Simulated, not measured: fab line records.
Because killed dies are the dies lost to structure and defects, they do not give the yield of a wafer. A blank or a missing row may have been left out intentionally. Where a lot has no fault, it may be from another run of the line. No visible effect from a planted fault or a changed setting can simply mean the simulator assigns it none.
fab line records    flow sky130
[record] lots = 6  wafers = 18  last-day = 50
route steps=708 shown VT_ADJUST_PCH@151 SONOS_TUNNEL@154 PAD_OPEN@708
lots with no fault: from the same line, run without faults
start-h: the number of hours between the record's first day and the start of the first shown wafer of the lot    wait-h: how many hours have passed since the lot's step before this one    " unchanged from the row above    L1.1+2: a row that stands for several wafers    - no value present, or no start provided    * or withheld: withheld    < > ~ a bound
route shown NAME@n: a module of which the file shows steps, and the number in the route of the first    usual: mean/standard deviation taken from wafers without a fault    same: alike in all rows    chamber/n: place in a boat    sites: per-site readings    _std_site: standard deviation of those values    _edge_site: mean of outer sites minus mean of inner sites    radius-mm: for every site, how far away it sits from the centre of the wafer    mask NAME#n: copy n    behind: the tool/chamber that last shaped the wafer    hold: what put the lot on hold/how long, in hours/how the hold closed    device: which transistor (n, p or np) failed to switch    end of line: the route-end tests of the same wafers    where a step has no rows: the recipe by itself    killed: at the first sort, the dies lost to defects and structure; wafer yield is something else    map: a wafer's dies, marking killed ones x, the rest . and places with no die _
set.NAME: setting as actually run; set.NAME@STEP: the setting as run at that earlier step    model.NAME: the simulator's own value behind a step, which no gauge read
certain route steps with their lots: each step a table, each wafer a row
services: a tool's chamber out of use, with start hour (start-h, from the record's first day; less than 0 if before it), hours out, and reason
[[steps]]
[step SKY_VT_ADJUST_PCH_IMPLANT_08]
[recipe] species = B  energy-kev = 10  dose-cm2 = 5e+11  tilt-deg = withheld
[step SKY_VT_ADJUST_PCH_STRIP_09]
[recipe] chemistry = O2/N2  power-w = 1400  pressure-mtorr = 1500  platen-temp-c = withheld  o2-flow-sccm = 3000  n2-flow-sccm = 300  overash-fraction = 0.5
[usual] drypump-motor-current-A = 5.7/0.43  oes-product-au = 0.723/0.0045  strip-time-to-endpoint-s = 36.93/0.11
lot.wafer  tool             chamber  start-h  wait-h  drypump-motor-current-A  oes-product-au  rf-hours-counter-h  strip-time-to-endpoint-s
L920.1     plasma-asher-02  1        233.87   0.1     5.9                      0.727           37                  36.97
L920.5     "                0        "        "       6.4                      0.725           -                   36.89
L920.6     "                1        "        "       5.9                      0.711           -                   36.98
L921.2     plasma-asher-01  1        241.05   0.1     5.9                      0.733           11                  36.90
L921.3     "                0        "        "       5.1                      0.729           -                   36.94
L921.6     "                0        "        "       5.1                      0.723           -                   36.87
L922.2     plasma-asher-01  0        255.77   0.1     5.1                      0.723           12                  36.92
L922.3     "                1        "        "       5.9                      0.725           -                   36.79
L922.5     "                1        "        "       5.9                      0.719           -                   36.90
L931.2     plasma-asher-02  1        321.57   0.1     5.9                      0.730           46                  36.91
L931.4     "                1        "        "       5.9                      0.720           -                   36.92
L931.5     "                0        "        "       6.4                      0.725           -                   36.76
L932.1     plasma-asher-03  1        330.80   0.1     5.4                      0.716           62                  36.91
L932.3     "                1        "        "       5.4                      0.719           -                   36.97
L932.5     "                1        "        "       5.4                      0.725           -                   36.96
L938.1     plasma-asher-03  0        374.72   0.1     5.4                      0.722           67                  36.95
L938.2     "                1        "        "       5.4                      0.719           67                  36.93
L938.6     "                1        "        "       5.4                      0.723           -                   36.93
[step SKY_VT_ADJUST_PCH_TW_MEAS_10]
[usual] VT_ADJUST_PCH_TW = 142.2/0.88
lot.wafer  tool           chamber  start-h  wait-h  VT_ADJUST_PCH_TW
L920.1     film-metro-04  -        233.97   0.1     142.6
L920.5     "              -        "        "       142.1
L920.6     "              -        "        "       141.7
L921.2     film-metro-03  -        241.16   0.1     143.2
L921.3     "              -        "        "       142.7
L921.6     "              -        "        "       142.3
L922.2     film-metro-03  -        255.88   0.1     142.5
L922.3     "              -        "        "       142.9
L922.5     "              -        "        "       142.8
L931.2     film-metro-02  -        321.68   0.1     141.0
L931.4     "              -        "        "       141.8
L931.5     "              -        "        "       141.4
L932.1     film-metro-03  -        330.90   0.1     142.8
L932.3     "              -        "        "       142.8
L932.5     "              -        "        "       143.3
L938.1     film-metro-02  -        374.82   0.1     141.7
L938.2     "              -        "        "       142.6
L938.6     "              -        "        "       142.4
[step SKY_SONOS_TUNNEL_DEHYDRATE_00]
[recipe] temp-c = 200  time-s = 60
[step SKY_SONOS_TUNNEL_HMDS_01]
[recipe] prime-time-s = 60  prime-temp-c = 120
[step SKY_SONOS_TUNNEL_COAT_02]
[recipe] resist = NOVOLAK  spin-rpm = 3000  resist-thk-nm = 1140
[step SKY_SONOS_TUNNEL_SOFTBAKE_03]
[recipe] temp-c = 90  time-s = 60  resist = NOVOLAK
[step SKY_SONOS_TUNNEL_EXPOSE_04]
[recipe] mask-id = TUNM  na = 0.6  source-shape = conventional  sigma-outer = 0.6  polarization = unpolarized  target-cd-nm = 410  dose-mj = 136
[step SKY_SONOS_TUNNEL_PEB_05]
[recipe] temp-c = withheld  time-s = *  resist = NOVOLAK
[step SKY_SONOS_TUNNEL_DEVELOP_06]
[recipe] resist = NOVOLAK  developer = TMAH  develop-time-s = 60  dev-temp-c = 23
[step SKY_SONOS_TUNNEL_CD_MEAS_07]
[recipe] target-cd-nm = 410
[usual] cd-nm = 409.4/2.3
lot.wafer  tool       chamber  start-h  wait-h  cd-nm
L920.1     cd-sem-01  -        257.47   0.1     413.6
L920.5     "          -        "        "       413.5
L920.6     "          -        "        "       413.3
L921.2     cd-sem-01  -        264.79   0.1     408.9
L921.3     "          -        "        "       407.6
L921.6     "          -        "        "       410.3
L922.2     cd-sem-02  -        280.04   0.1     411.0
L922.3     "          -        "        "       410.5
L922.5     "          -        "        "       410.9
L931.2     cd-sem-02  -        348.24   0.1     410.1
L931.4     "          -        "        "       407.3
L931.5     "          -        "        "       408.7
L932.1     cd-sem-01  -        356.97   0.1     409.9
L932.3     "          -        "        "       410.5
L932.5     "          -        "        "       411.6
L938.1     cd-sem-02  -        402.37   0.1     407.7
L938.2     "          -        "        "       406.7
L938.6     "          -        "        "       408.9
[step SKY_SONOS_TUNNEL_OVL_MEAS_08]
[usual] SONOS_TUNNEL_OVL = -1.0/1.4
lot.wafer  tool        chamber  start-h  wait-h  SONOS_TUNNEL_OVL[nm]
L920.1     overlay-02  -        257.59   0.1     0.0
L920.5     "           -        "        "       -0.1
L920.6     "           -        "        "       0.4
L921.2     overlay-01  -        264.89   0.1     -1.5
L921.3     "           -        "        "       0.2
L921.6     "           -        "        "       -2.6
L922.2     overlay-01  -        280.14   0.1     -2.1
L922.3     "           -        "        "       -2.0
L922.5     "           -        "        "       -2.7
L931.2     overlay-01  -        348.34   0.1     -1.7
L931.4     "           -        "        "       0.2
L931.5     "           -        "        "       -1.0
L932.1     overlay-02  -        357.09   0.1     -3.1
L932.3     "           -        "        "       -3.8
L932.5     "           -        "        "       -1.4
L938.1     overlay-02  -        402.49   0.1     2.3
L938.2     "           -        "        "       -0.1
L938.6     "           -        "        "       0.5
[step SKY_SONOS_TUNNEL_IMPLANT_09]
[recipe] species = B  energy-kev = 20  dose-cm2 = 1e+12  tilt-deg = withheld
[usual] beam-on-s = 10.01/0.19  faraday-current-uA = 5.64/0.11
lot.wafer  tool          chamber  start-h  wait-h  beam-on-s  faraday-current-uA
L920.1     implanter-01  0        257.62   0.0     9.92       5.67
L920.5     "             0        "        "       10.14      5.58
L920.6     "             0        "        "       10.21      5.53
L921.2     implanter-01  0        264.95   0.0     7.76       7.25
L921.3     "             0        "        "       7.48       7.54
L921.6     "             0        "        "       7.55       7.47
L922.2     implanter-01  0        280.20   0.0     7.68       7.36
L922.3     "             0        "        "       7.61       7.40
L922.5     "             0        "        "       7.71       7.36
L931.2     implanter-02  0        348.40   0.0     9.87       5.73
L931.4     "             0        "        "       9.94       5.69
L931.5     "             0        "        "       9.74       5.79
L932.1     implanter-04  0        357.12   0.0     9.73       5.83
L932.3     "             0        "        "       9.94       5.66
L932.5     "             0        "        "       10.36      5.44
L938.1     implanter-02  0        402.52   0.0     10.03      5.63
L938.2     "             0        "        "       10.16      5.54
L938.6     "             0        "        "       10.11      5.60
[step SKY_SONOS_TUNNEL_WET_ETCH_10]
[recipe] chemistry = dHF  target-depth-nm = 14  target = SiO2  dilution = 100:1  temp-c = 25  time-s = 280
[step SKY_SONOS_TUNNEL_STRIP_11]
[recipe] chemistry = SPM  time-s = 600  temp-c = 130
[step SKY_SONOS_TUNNEL_TW_MEAS_12]
[usual] SONOS_TUNNEL_TW = 196.3/1.8
lot.wafer  tool           chamber  start-h  wait-h  SONOS_TUNNEL_TW
L920.1     film-metro-02  -        258.04   0.0     192.4
L920.5     "              -        "        "       193.2
L920.6     "              -        "        "       194.4
L921.2     film-metro-01  -        265.35   0.0     182.1
L921.3     "              -        "        "       181.7
L921.6     "              -        "        "       181.9
L922.2     film-metro-03  -        280.60   0.0     183.6
L922.3     "              -        "        "       184.0
L922.5     "              -        "        "       184.4
L931.2     film-metro-02  -        348.79   0.0     195.2
L931.4     "              -        "        "       195.7
L931.5     "              -        "        "       194.8
L932.1     film-metro-01  -        357.53   0.0     195.1
L932.3     "              -        "        "       195.1
L932.5     "              -        "        "       194.7
L938.1     film-metro-01  -        402.93   0.0     196.1
L938.2     "              -        "        "       194.9
L938.6     "              -        "        "       196.1
[step SKY_SONOS_TUNNEL_CLEAN_13]
[recipe] chemistry = dHF  time-s = 20  dilution = 100:1  dry = ipa-marangoni
[step SKY_PAD_OPEN_PROBE_99]
[usual] killed_at_M0_to_M3 = 44/8.6  killed_at_M4_up = 3.4/1.9  killed-at-contacts = 23/5.7  killed-at-front-end = 15/4.5  killed-at-other = 0.4/0.62  killed-dies = 86/11  killed-open = 46/7.6  killed-short = 39/6.3
[same] gross-dies = 492  killed-at-back-side = 0
lot.wafer  tool       chamber  start-h  wait-h  killed_at_M0_to_M3  killed_at_M4_up  killed-at-contacts  killed-at-front-end  killed-at-other  killed-dies  killed-open  killed-short  model.etest.sonos-uncharged.r-on-ohm-um  model.etest.sonos-programmed.off-log10-a-um  model.etest.sonos-uncharged.vt-v
L920.1     prober-01  -        1089.48  0.1     51                  4                20                  16                   1                92           55           37            802.3                                    -13.97                                       -0.4454
L920.5     prober-01  -        1089.68  0.2     59                  8                27                  17                   0                111          54           57            815.5                                    -13.95                                       -0.4409
L920.6     prober-01  -        1089.73  0.2     37                  3                16                  24                   0                80           44           36            816                                      -13.99                                       -0.4436
L921.2     prober-02  -        1095.41  0.1     60                  7                18                  21                   0                106          51           55            804.5                                    -13.97                                       -0.4771
L921.3     prober-02  -        1095.46  0.2     51                  4                17                  13                   3                88           43           42            797.6                                    -13.92                                       -0.504
L921.6     prober-02  -        1095.61  0.2     54                  5                17                  15                   0                91           51           39            808.4                                    -13.93                                       -0.4778
L922.2     prober-01  -        1106.48  0.1     51                  8                24                  21                   0                104          58           45            802.7                                    -13.84                                       -0.5182
L922.3     prober-01  -        1106.53  0.2     50                  4                22                  18                   0                94           50           43            810.6                                    -13.99                                       -0.4915
L922.5     prober-01  -        1106.63  0.2     48                  4                13                  21                   1                87           48           39            808.9                                    -13.77                                       -0.4817
L931.2     prober-02  -        1159.50  0.1     27                  1                18                  15                   0                61           34           26            819.6                                    -14.06                                       -0.4521
L931.4     prober-02  -        1159.60  0.2     42                  4                12                  14                   0                72           33           36            811.3                                    -14.01                                       -0.4344
L931.5     prober-02  -        1159.65  0.2     33                  2                26                  15                   0                76           45           31            818.6                                    -14.12                                       -0.4469
L932.1     prober-02  -        1174.29  0.1     43                  2                28                  11                   0                84           48           36            821.1                                    -13.97                                       -0.4048
L932.3     prober-02  -        1174.39  0.2     47                  2                42                  8                    0                99           56           43            816.7                                    -13.94                                       -0.4137
L932.5     prober-02  -        1174.49  0.2     35                  3                27                  14                   0                79           42           34            800.2                                    -13.91                                       -0.4452
L938.1     prober-01  -        1189.34  0.1     38                  2                20                  13                   1                74           40           32            808.1                                    -13.85                                       -0.4276
L938.2     prober-01  -        1189.39  0.1     49                  3                25                  11                   1                89           54           35            809.1                                    -14.03                                       -0.4252
L938.6     prober-01  -        1189.59  0.2     66                  3                31                  11                   0                111          63           48            805.7                                    -14.02                                       -0.4183
// killed by level:class
L920.1 VIA1:geometric-particle:open=14 VIA2:geometric-particle:open=9 LI_CONTACT:geometric-particle:open=8 METAL2:geometric-particle:short=8 VIA3:geometric-particle:open=5 POLY_GATE:geometric-particle:open=4 CONTACT:geometric-particle:short=4 CONTACT:geometric-particle:open=4
L920.5 VIA1:geometric-particle:open=14 CONTACT:geometric-particle:open=10 VIA1:geometric-particle:short=10 LOCAL_INTERCONNECT:geometric-particle:short=7 VIA2:geometric-particle:open=7 VIA3:geometric-particle:open=7 METAL4:geometric-particle:short=7 POLY_GATE:geometric-particle:short=6
L920.6 VIA1:geometric-particle:open=10 POLY_GATE:geometric-particle:open=8 LI_CONTACT:geometric-particle:open=5 METAL1:geometric-particle:short=5 VIA1:geometric-particle:short=5 VIA3:geometric-particle:open=4 LOCAL_INTERCONNECT:geometric-particle:short=4 CONTACT:geometric-particle:open=4
L921.2 VIA2:geometric-particle:open=15 VIA1:geometric-particle:open=12 POLY_GATE:geometric-particle:short=7 METAL1:geometric-particle:short=7 CONTACT:geometric-particle:open=6 VIA3:geometric-particle:short=6 VIA1:geometric-particle:short=6 METAL2:geometric-particle:short=6
L921.3 VIA2:geometric-particle:open=10 VIA1:geometric-particle:open=8 METAL2:geometric-particle:short=7 VIA3:geometric-particle:open=7 POLY_GATE:geometric-particle:short=5 METAL1:geometric-particle:short=5 FIELD_ISO:geometric-particle:open=4 LOCAL_INTERCONNECT:geometric-particle:short=4
L921.6 VIA1:geometric-particle:open=19 METAL2:geometric-particle:short=9 LI_CONTACT:geometric-particle:open=7 VIA1:geometric-particle:short=6 CONTACT:geometric-particle:open=6 VIA2:geometric-particle:open=6 FIELD_ISO:geometric-particle:short=4 METAL1:geometric-particle:short=4
L922.2 VIA1:geometric-particle:open=15 CONTACT:geometric-particle:open=9 FIELD_ISO:geometric-particle:open=8 METAL1:geometric-particle:short=8 LI_CONTACT:geometric-particle:open=6 VIA1:geometric-particle:short=6 VIA3:geometric-particle:open=6 METAL4:geometric-particle:short=5
L922.3 VIA3:geometric-particle:open=9 METAL2:geometric-particle:short=8 VIA2:geometric-particle:open=8 CONTACT:geometric-particle:open=8 METAL1:geometric-particle:short=8 LI_CONTACT:geometric-particle:open=7 VIA3:geometric-particle:short=6 VIA1:geometric-particle:open=5
L922.5 FIELD_ISO:geometric-particle:open=8 VIA1:geometric-particle:open=8 METAL1:geometric-particle:short=7 VIA3:geometric-particle:open=7 CONTACT:geometric-particle:open=6 VIA1:geometric-particle:short=5 METAL2:geometric-particle:short=4 LI_CONTACT:geometric-particle:open=4
L931.2 CONTACT:geometric-particle:open=8 POLY_GATE:geometric-particle:open=5 POLY_GATE:geometric-particle:short=5 VIA3:geometric-particle:open=5 VIA1:geometric-particle:open=4 LI_CONTACT:geometric-particle:open=3 LI_CONTACT:geometric-particle:short=3 METAL1:geometric-particle:short=3
L931.4 VIA1:geometric-particle:open=8 VIA3:geometric-particle:open=8 CONTACT:geometric-particle:short=5 METAL1:geometric-particle:short=5 METAL3:geometric-particle:short=5 VIA2:geometric-particle:open=4 POLY_GATE:geometric-particle:short=3 LI_CONTACT:geometric-particle:open=3
L931.5 LI_CONTACT:geometric-particle:open=9 CONTACT:geometric-particle:open=9 VIA1:geometric-particle:open=7 VIA2:geometric-particle:open=6 METAL2:geometric-particle:short=5 POLY_GATE:geometric-particle:short=4 METAL1:geometric-particle:short=4 CONTACT:geometric-particle:short=4
L932.1 VIA3:geometric-particle:open=13 VIA2:geometric-particle:open=10 CONTACT:geometric-particle:short=8 CONTACT:geometric-particle:open=7 LI_CONTACT:geometric-particle:open=6 METAL2:geometric-particle:short=4 LOCAL_INTERCONNECT:geometric-particle:short=4 VIA1:geometric-particle:open=4
L932.3 VIA1:geometric-particle:open=11 CONTACT:geometric-particle:open=10 VIA2:geometric-particle:open=10 LI_CONTACT:geometric-particle:short=9 VIA3:geometric-particle:open=8 CONTACT:geometric-particle:short=7 METAL2:geometric-particle:short=7 LOCAL_INTERCONNECT:geometric-particle:short=6
L932.5 CONTACT:geometric-particle:open=10 VIA3:geometric-particle:open=8 POLY_GATE:geometric-particle:short=5 LI_CONTACT:geometric-particle:short=5 LI_CONTACT:geometric-particle:open=5 VIA2:geometric-particle:open=5 VIA1:geometric-particle:open=5 POLY_GATE:geometric-particle:open=4
L938.1 LI_CONTACT:geometric-particle:open=7 VIA3:geometric-particle:open=7 METAL2:geometric-particle:short=6 VIA1:geometric-particle:open=6 VIA2:geometric-particle:open=6 LOCAL_INTERCONNECT:geometric-particle:short=5 CONTACT:geometric-particle:open=5 METAL1:geometric-particle:short=3
L938.2 VIA1:geometric-particle:open=13 CONTACT:geometric-particle:open=13 VIA2:geometric-particle:open=8 VIA3:geometric-particle:open=7 VIA1:geometric-particle:short=6 CONTACT:geometric-particle:short=5 FIELD_ISO:geometric-particle:short=4 LI_CONTACT:geometric-particle:open=4
L938.6 VIA1:geometric-particle:open=20 CONTACT:geometric-particle:open=12 VIA3:geometric-particle:open=10 LOCAL_INTERCONNECT:geometric-particle:short=7 VIA1:geometric-particle:short=6 VIA2:geometric-particle:open=6 CONTACT:geometric-particle:short=5 METAL1:geometric-particle:short=5
[[services]]
tool             chamber  start-h  hours  kind
plasma-asher-03  -        236.83   0.5    repair
plasma-asher-03  -        274.50   0.9    repair
plasma-asher-01  -        277.26   1.2    repair
implanter-04     -        308.08   3.4    pm
implanter-02     -        354.48   3.4    repair
plasma-asher-01  -        356.75   6.5    repair
implanter-04     -        358.85   1.4    repair
implanter-04     -        369.82   28.6   repair
implanter-01     -        380.31   61.7   repair
[[key]]
[first-sign] step = SKY_SONOS_TUNNEL_IMPLANT_09  reading = faraday-current-uA  direction = up  sigmas = 16  usual = 5.64  struck = 7.40
[effect] step = SKY_SONOS_TUNNEL_IMPLANT_09  reading = beam-on-s  direction = down  sigmas = 12  usual = 10.01  struck = 7.63
[effect] step = SKY_SONOS_TUNNEL_TW_MEAS_12  reading = SONOS_TUNNEL_TW  direction = down  sigmas = 7.3  usual = 196.3  struck = 182.9
[model-effect] step = SKY_PAD_OPEN_PROBE_99  value = etest.sonos-uncharged.r-on-ohm-um  without = 822.7  struck = 805.4
met-at SKY_SONOS_TUNNEL_IMPLANT_09
struck-wafers L921.2,L921.3,L921.6,L922.2,L922.3,L922.5
tester-left-out L921,L922
onset-between 257.62 264.95
[fault] kind = process-parameter-drift  tool = implanter-01  chamber = -  onset-h = 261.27  steps = SKY_SONOS_TUNNEL_IMPLANT_09  channel = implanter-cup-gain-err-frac  offset = 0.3  shape = step  end-h = 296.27
// tester-left-out: of these lots the tester's yield and bins aren't shown, on N5 and GAA mostly nor the transistor test; their killed dies are dies lost to structure and defects alone, not to doping, threshold or leakage, so they don't give the yield
